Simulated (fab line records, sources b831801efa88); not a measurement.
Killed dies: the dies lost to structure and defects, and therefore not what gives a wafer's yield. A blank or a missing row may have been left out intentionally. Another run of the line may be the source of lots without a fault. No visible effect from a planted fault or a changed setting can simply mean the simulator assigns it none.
Problem report in the 8D (eight disciplines) form, filled by code / flow sky130 / the parts of the form that need people (team, actions taken, sign-off) are left out

1. THE PROBLEM
Wafers without a fault read 200.3 nm, standard deviation 1.2; cd-nm at SKY_VIA3_CD_MEAS_12 reads a mean of 146.8 nm on 6 wafers belonging to 3 lots. Relative to the usual mean, that is a shift of -45 standard deviations.
The step: target cd 200 nm.
Seen first at day 42 19:42 on cd-sem-02, wafer L956.5. At this step, 19 wafers from 7 lots have a number in the record. Rule for "out" (also "out of limits"): further than 4 standard deviations from the usual mean. The other wafers with a number count as sound.

2. WHAT IT IS AND WHAT IT IS NOT
question=which readings at this step | is=cd-nm | is not=-
question=which lots | is=L956, L958, L959 | is not=L945, L950, L954, L968
question=which wafers of those lots | is=L956.5, L956.6, L958.5, L958.6, L959.5, L959.6 | is not=L958.4
question=read on which gauges | is=cd-sem-01, cd-sem-02 | is not=-
question=when | is=from day 42 19:42 | is not=up to then (9 sound wafers); but 4 sound wafers of L958, L968 came after

3. SUSPECTS, AND WHAT RULES EACH OUT
Counting: any tool at a process step up to the reading remains a suspect provided it ran every lot that is out. Sound lots after the first of them don't rule it out here, since some wafers of a struck lot are sound.
- the gauge at SKY_VIA3_CD_MEAS_12 is ruled out. 2 gauges (cd-sem-01, cd-sem-02) read the wafers that are out.
- cmp-01 at SKY_VIA3_CMP_02 (polishes SiO2): kept. It ran every lot that is out, first L956 (day 41 20:34); its last sound lot up to then is L945 (day 38 08:53).
- krf-scanner-01 at SKY_VIA3_EXPOSE_09 (exposes mask VIM3, target cd 200 nm): kept. It ran every lot that is out, first L956 (day 42 08:25); its last sound lot up to then is L954 (day 42 00:05).
Remaining after the count are cmp-01 at SKY_VIA3_CMP_02 and krf-scanner-01 at SKY_VIA3_EXPOSE_09.

4. THE CAUSE (what the simulator had put in)
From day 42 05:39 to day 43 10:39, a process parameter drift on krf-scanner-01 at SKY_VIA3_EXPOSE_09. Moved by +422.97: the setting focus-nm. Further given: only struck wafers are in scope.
Counting left 2 suspects, and this tool is among them.

5. SEQUENCE OF EFFECTS, ordered by route
Rows list readings where the struck wafers' mean (over those with a number) sits beyond 3 standard deviations from the usual. Scope: only readings with a usual standard deviation given in the record; hours: median across lots of the time from each lot's start at the first step in this table that gives one to its start at this step; sigmas: change in usual standard deviations.
hours=0; step=SKY_VIA3_CD_MEAS_12; reading=cd-nm; usual=200.3 nm; on struck wafers=146.8; change=-53.5; sigmas=-45
Later steps that measure or inspect, where all struck wafers having a row at the step show a number for every such reading and not one has moved that far: SKY_VIA3_OVL_MEAS_13.

6. HOW IT WOULD HAVE BEEN CAUGHT EARLIER
In this record the first reading out of limits at a measuring or inspecting step was taken at day 42 19:42, 14 hours after the fault began at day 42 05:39.
Lots out: 3; of these, L958, L959 started SKY_VIA3_EXPOSE_09 on krf-scanner-01 after day 42 19:42. A hold on the tool at that time would have spared those 2.
